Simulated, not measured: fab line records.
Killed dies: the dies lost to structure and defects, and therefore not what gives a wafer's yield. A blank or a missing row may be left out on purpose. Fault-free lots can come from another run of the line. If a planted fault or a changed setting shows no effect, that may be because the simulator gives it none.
Comparing a struck lot with a sound one | flow sky130 | 34 out of 708 route steps
Sound: these wafers, L191.1, L191.4, L191.5. Wafers struck: L193.3, L193.5, L193.6. The cause comes at the end.
Order at every step that has rows: each side's tool, ch and its chambers, its first start. Under that, the readings that differ: sound wafers | struck wafers | difference of the means | sigmas: that difference in standard deviations of wafers without a fault.
alike: a reading whose means differ by less than 2 such deviations, as well as words and numbers matching on both sides. not compared: withheld readings; readings where some wafer has no value; bounds like >300 that might hide an equal value; numbers whose values overlap and for which the record gives no deviation.
A row with sigmas, a row that says differs or no value, or rows on one side alone: a step with any of these is where the two part. Numbers that have no deviation but don't overlap get no sigmas and don't part them. A reading that every wafer of one side lacks parts them only if that side has two wafers or more.

first, 10 steps without rows for these wafers: SKY_POLY_CUT_ETCH_10 (etches BARC in N2/H2, stops on SiO2, time 45.9 s, target depth 60 nm); SKY_POLY_CUT_ETCH_11 (etches Si3N4 in CF4/CH2F2/Ar, stops on poly-Si, time 42.5 s, target depth 60 nm); SKY_POLY_CUT_STRIP_12 (strips in O2/N2); SKY_SD_P_DEHYDRATE_00 (time 60 s); SKY_SD_P_HMDS_01 (prime time 60 s); SKY_SD_P_COAT_02 (resist thk 1140 nm); SKY_SD_P_SOFTBAKE_03 (time 60 s); SKY_SD_P_EXPOSE_04 (exposes mask PSDM, target cd 380 nm); SKY_SD_P_PEB_05; SKY_SD_P_DEVELOP_06 (develop time 60 s).
SKY_SD_P_IMPLANT_09:
  sound on implanter-02 ch 0, day 30 13:19; struck on implanter-04 ch 0, day 31 00:30
  reading                   | sound             | struck            | difference | sigmas
  implant-ion-amu           | 49 49 49          | 11 11 11          | -38        |
  model.implant.rp-nm (nm)  | 17.22 17.22 17.22 | 66.57 66.57 66.57 | +49.35     |
  model.implant.drp-nm (nm) | 9.746 9.746 9.746 | 28.3 28.3 28.3    | +18.6      |
SKY_SD_P_STRIP_10: strips in O2/N2.
  sound on plasma-asher-02 ch 0,1, day 30 13:28; struck on plasma-asher-04 ch 0,1, day 31 00:38
  reading                      | sound             | struck            | difference | sigmas
  oes-product-au (a.u.)        | 0.620 0.624 0.616 | 0.592 0.612 0.601 | -0.018     | -4
  strip-time-to-endpoint-s (s) | 17.53 17.49 17.52 | 18.12 18.14 18.14 | +0.62      | +18
  alike: drypump-motor-current-A
  not compared: rf-hours-counter-h
SKY_SD_P_TW_MEAS_11:
  sound on film-metro-01, day 30 13:34; struck on film-metro-04, day 31 00:57
  reading | sound          | struck         | difference | sigmas
  SD_P_TW | 2927 2923 2913 | 2090 2084 2076 | -838       | -19
  not compared: hold
then, 20 steps without rows for these wafers: SKY_RES_XHIGH_HMDS_01 (prime time 60 s); SKY_RES_XHIGH_COAT_02 (resist thk 1140 nm); SKY_RES_XHIGH_SOFTBAKE_03 (time 60 s); SKY_RES_XHIGH_EXPOSE_04 (exposes mask URPM, target cd 1270 nm); SKY_RES_XHIGH_PEB_05; SKY_RES_XHIGH_DEVELOP_06 (develop time 60 s); SKY_RES_XHIGH_IMPLANT_07; SKY_RES_XHIGH_STRIP_08 (strips in O2/N2); SKY_SD_N_DEHYDRATE_00 (time 60 s); SKY_SD_N_HMDS_01 (prime time 60 s); SKY_SD_N_COAT_02 (resist thk 1140 nm); SKY_SD_N_SOFTBAKE_03 (time 60 s); SKY_SD_N_EXPOSE_04 (exposes mask NSDM, target cd 380 nm); SKY_SD_N_PEB_05; SKY_SD_N_DEVELOP_06 (develop time 60 s); SKY_SD_N_IMPLANT_09; SKY_SD_N_IMPLANT_10; SKY_SD_N_STRIP_11 (strips in O2/N2); SKY_SD_N_CLEAN_13 (cleans in SC1/SC2, time 150 s); SKY_SD_N_RTA_14 (time 2 s).
-- the record jumps here: 2 days lie between the struck wafers' starts before and after --
SKY_SD_N_RS_MEAS_17: the measuring method here is four-point-probe.
  sound on film-metro-02, day 32 20:13; struck on film-metro-02, day 33 07:41
  reading          | sound             | struck         | difference | sigmas
  SD_P_RS (ohm/sq) | 147.3 146.9 147.2 | 52.3 52.2 52.2 | -94.9      | -99 or more
  not compared: hold

WHERE THEY PART
Earliest at SKY_SD_P_STRIP_10; latest, in this record, at SKY_SD_N_RS_MEAS_17.

WHY: whatever the simulator had introduced
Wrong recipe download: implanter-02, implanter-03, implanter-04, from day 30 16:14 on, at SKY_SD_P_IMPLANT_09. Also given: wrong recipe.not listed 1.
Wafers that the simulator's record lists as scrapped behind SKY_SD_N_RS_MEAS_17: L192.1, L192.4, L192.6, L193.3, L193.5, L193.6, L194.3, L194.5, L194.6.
